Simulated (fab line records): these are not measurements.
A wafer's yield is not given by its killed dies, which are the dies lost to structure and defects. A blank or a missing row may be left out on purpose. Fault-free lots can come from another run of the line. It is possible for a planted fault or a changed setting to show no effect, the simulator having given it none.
Which of the tools did it? + flow gf180mcu + Sampling: 6 lots, 18 wafers, 3 of 602 route steps

== WHAT THE GAUGES READ, wafer by wafer ==
GF_HV_LDD_TW_MEAS_11.
| lot  | measured     | on           | HV_LDD_TW      |
|------|--------------|--------------|----------------|
| L701 | day 10 08:16 | filmMetro-03 | 2436 2425 2447 |
| L703 | day 11 00:37 | filmMetro-03 | 2443 2425 2428 |
| L705 | day 11 13:53 | filmMetro-01 | 2447 2447 2435 |
| L709 | day 12 17:05 | filmMetro-03 | 2438 2443 2442 |
| L719 | day 16 06:49 | filmMetro-03 | 2433 2438 2438 |
| L722 | day 17 03:55 | filmMetro-01 | 2325 2326 2333 |

== WHICH TOOL RAN EACH LOT (tool, then ch and the chambers of the sampled wafers, then the start) ==
| lot  | GF_VT_IMPLANT_STRIP_20              | GF_HV_LDD_IMPLANT_09            |
|------|-------------------------------------|---------------------------------|
| L701 | plasmaAsher-04 ch 0,1, day 6 12:59  | implanter-03 ch 0, day 10 08:01 |
| L703 | plasmaAsher-02 ch 0,1, day 7 03:38  | implanter-03 ch 0, day 11 00:23 |
| L705 | plasmaAsher-04 ch 0,1, day 7 12:50  | implanter-03 ch 0, day 11 13:38 |
| L709 | plasmaAsher-03 ch 0,1, day 8 12:55  | implanter-02 ch 0, day 12 16:52 |
| L719 | plasmaAsher-02 ch 0,1, day 11 14:40 | implanter-01 ch 0, day 16 06:35 |
| L722 | plasmaAsher-04 ch 0,1, day 12 05:40 | implanter-02 ch 0, day 17 03:41 |
- GF_VT_IMPLANT_STRIP_20: strips in O2/N2.
- GF_HV_LDD_IMPLANT_09

== THE ANSWER, worked out from the rows above alone ==
Rule: the usual values come from the lots themselves. Put in order of their means at a reading, lots are off if they are a third of the lots or fewer, leave a main group of 4 or more, and stand apart from it by a gap of 3 or more times the standard deviation of the main group's means; of several such gaps the widest counts. The tables above print the reading to a certain number of digits; a main group whose means all agree to those digits is not used. A lot without any number at a reading at which 4 lots or more have one is off too. Any other lot the step has rows for is counted as sound.
Off: L722, at GF_HV_LDD_TW_MEAS_11 (HV_LDD_TW). The main group: mean 2438, standard deviation 3.9.
A tool fits if, at a process step before that reading, it ran every lot that is off, and no sound lot after the first of them. The gauges at GF_HV_LDD_TW_MEAS_11 are tried like those tools. Can't be told from this: 3 tools fit, plasmaAsher-04 at GF_VT_IMPLANT_STRIP_20, implanter-02 at GF_HV_LDD_IMPLANT_09, filmMetro-01 at GF_HV_LDD_TW_MEAS_11.

== WHAT THE SIMULATOR HAD PUT IN ==
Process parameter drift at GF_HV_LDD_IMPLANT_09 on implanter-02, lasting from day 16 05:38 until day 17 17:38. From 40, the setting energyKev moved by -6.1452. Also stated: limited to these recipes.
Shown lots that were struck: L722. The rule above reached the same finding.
